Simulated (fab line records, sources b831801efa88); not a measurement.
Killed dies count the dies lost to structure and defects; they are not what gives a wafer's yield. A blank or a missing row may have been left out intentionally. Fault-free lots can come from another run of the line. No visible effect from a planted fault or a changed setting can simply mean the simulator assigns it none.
8D (eight disciplines) problem report, filled in by code | flow sky130 | the parts of the form that need people (team, actions taken, sign-off) are left out

1. THE ISSUE
At SKY_PAD_OPEN_PROBE_99, killed_at_M4_up averages 27.0 over 3 wafers from 2 lots, while fault-free wafers read 3.2, standard deviation 1.9. Relative to the usual mean, that is a shift of +13 standard deviations.
The first sign was on wafer L904.2 at day 50 00:21, on prober-02. The record holds 18 wafers of 6 lots with a number at this step. By rule, "out" or "out of limits" means more than 4 standard deviations away from the usual mean. Any other wafer with a number is counted as sound.

2. WHAT IT IS; WHAT IT IS NOT
question                    | is                     | is not
which readings at this step | killed_at_M4_up        | killed_at_M0_to_M3, killed at front end, killed at other, killed open, killed short
which lots                  | L904, L905             | L894, L903, L909, L910
which wafers of those lots  | L904.2, L904.3, L905.1 | L904.6, L905.3, L905.5
read on which tools         | prober-01, prober-02   | -
when                        | from day 50 00:21      | up to then (6 sound wafers); but 9 sound wafers of L904, L905, L909, L910 came after

3. SUSPECTS, AND WHAT RULES EACH OUT
Counting: if a tool at a process step up to the reading ran every lot that is out, it stays a suspect. Sound lots after the first of them don't rule it out here, since some wafers of a struck lot are sound.
- cvd w-02 at SKY_VIA4_CVD_18 (deposits W, target thk 505 nm, time 152.14 s): kept. Ran every lot that is out, first one L904 (day 47 13:31); last sound lot up to then L894 (day 44 23:59).
- The sound lot-mates ran in chamber 0 of cvd w-02 at SKY_VIA4_CVD_18, but the wafers that are out ran in chamber 1.
Remaining after the count: cvd w-02 at SKY_VIA4_CVD_18.

4. THE CAUSE (what the simulator had put in)
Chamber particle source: cvd w-02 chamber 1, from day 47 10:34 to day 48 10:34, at SKY_VIA4_CVD_18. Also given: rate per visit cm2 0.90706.
After counting, this tool was the only one left.

5. THE EFFECT CHAIN, in route order
Each row: a reading whose mean over the struck wafers that have a number lies more than 3 standard deviations from the usual. Only readings whose record carries a usual standard deviation are examined. hours: median over the lots of the time between each lot's start at the first step of this table that gives one and its start at this step. sigmas: the change, counted in usual standard deviations.
hours | step                  | reading         | usual | on struck wafers | change | sigmas
0     | SKY_PAD_OPEN_PROBE_99 | killed_at_M4_up | 3.2   | 27.0             | +23.8  | +13
Its process steps:
- SKY_PAD_OPEN_PROBE_99

6. HOW IT WOULD HAVE BEEN CAUGHT EARLIER
In this record no reading fell out of limits until day 50 00:21, 62 hours after the fault had begun at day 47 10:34.
No tool reading at SKY_VIA4_CVD_18 that has a usual standard deviation in the record was out on any struck wafer, so an alarm limit of 4 standard deviations on those readings would not have fired.
By day 50 00:21, every lot that is out (2) had started SKY_VIA4_CVD_18 on cvd w-02. A hold on the tool at that time would have spared none of them.
